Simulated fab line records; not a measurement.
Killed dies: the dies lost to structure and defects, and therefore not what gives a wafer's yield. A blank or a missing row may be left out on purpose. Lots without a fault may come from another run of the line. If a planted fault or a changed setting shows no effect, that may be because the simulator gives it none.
A lot that was struck, set against a sound lot / flow gf180mcu / 14 out of 602 route steps
Sound: wafers L467.1, L467.4, L467.6. Struck: wafer L476.1. The cause comes at the end.
Each step with rows lists, per side, the tool, then ch with its chambers, then its first start. Under that, the readings that differ: sound wafers / struck wafers / difference of the means / sigmas: that difference in standard deviations of wafers without a fault.
alike: a reading whose means differ by less than 2 such deviations, as well as words and numbers matching on both sides. not compared: withheld readings; readings where some wafer has no value; bounds like >300 that might hide an equal value; numbers whose values overlap and for which the record gives no deviation.
The two part at a step that has a row with sigmas, a row that says differs or no value, or rows on one side only. Numbers that don't overlap but have no deviation are shown without sigmas and don't part them. Lack of a reading on every wafer of one side parts them only where that side has two or more wafers.

first, 1 step without rows for these wafers: GF_V1_ETCH_16 (etches BARC in N2/H2).
GF_V1_ETCH_17: etches SiO2 in C4F8/O2/Ar, stops on TiN, target depth 630 nm.
  sound: rie diel-01 ch 2,3; struck: rie diel-01 ch 3
  alike: oes product au
then, 3 steps without rows for these wafers: GF_V1_STRIP_18 (strips in O2/N2); GF_V1_STRIP_19 (strips in post etch residue remover, time 1200 s); GF_V1_CLEAN_20 (cleans in DIW).
GF_V1_SPUTTER_21: material Ti, target thk 15 nm, time 80.02 s.
  sound on pvd sputter-04, day 19 11:23; struck on pvd sputter-03, day 22 21:38
  alike: cathode dc power W, throttle valve pct
GF_V1_SPUTTER_22: material TiN, target thk 10 nm, time 40 s.
  sound on pvd sputter-04, day 19 11:27; struck on pvd sputter-03, day 22 21:42
  alike: cathode dc power W, throttle valve pct
GF_V1_CVD_23: deposits W, target thk 350 nm, time 105.05 s.
  sound on cvd w-02 ch 0,1, day 19 11:29; struck on cvd w-01 ch 1, day 22 21:44
  alike: heater power w
GF_V1_RS_MEAS_24: the measuring method here is four-point-probe.
  sound on film metro-03, day 19 11:36; struck on film metro-04, day 22 21:51
  alike: V1_W_RS
GF_V1_THK_MEAS_25: measures by xrf.
  sound on film metro-03, day 19 11:43; struck on film metro-04, day 22 21:58
  alike: V1_W_THK
GF_V1_CMP_26: polishes, stops on SiO2, t overpolish 15 s, target thk 0 nm.
  sound on cmp-01 ch 1,2, day 19 11:47; struck on cmp-01 ch 3, day 22 22:11
  alike: motor current A, overpolish run s, time to endpoint s
then, 1 step without rows for these wafers: GF_M2_SPUTTER_00 (material Ti, target thk 37.5 nm, time 150 s).
GF_M2_SPUTTER_01: material TiN, target thk 30 nm, time 25 s.
  sound on pvd sputter-03, day 19 12:11; struck on pvd sputter-02, day 22 22:26
reading=cathode dc power W (W); sound=6500.9 6499.3 6500.0; struck=5073.0; difference=-1427.1; sigmas=-99 or more
reading=model.TiN_of_M2_SPUTTER_01.thk nm (nm); sound=29.97 29 29.91; struck=23.58; difference=-6.05; sigmas=
  alike: throttle valve pct
then, 1 step without rows for these wafers: GF_M2_SPUTTER_02 (material AlCu, target thk 450 nm, time 23.9 s).

== WHERE THEY PART ==
GF_M2_SPUTTER_01 only, going by this record.

WHY: what the simulator had put in
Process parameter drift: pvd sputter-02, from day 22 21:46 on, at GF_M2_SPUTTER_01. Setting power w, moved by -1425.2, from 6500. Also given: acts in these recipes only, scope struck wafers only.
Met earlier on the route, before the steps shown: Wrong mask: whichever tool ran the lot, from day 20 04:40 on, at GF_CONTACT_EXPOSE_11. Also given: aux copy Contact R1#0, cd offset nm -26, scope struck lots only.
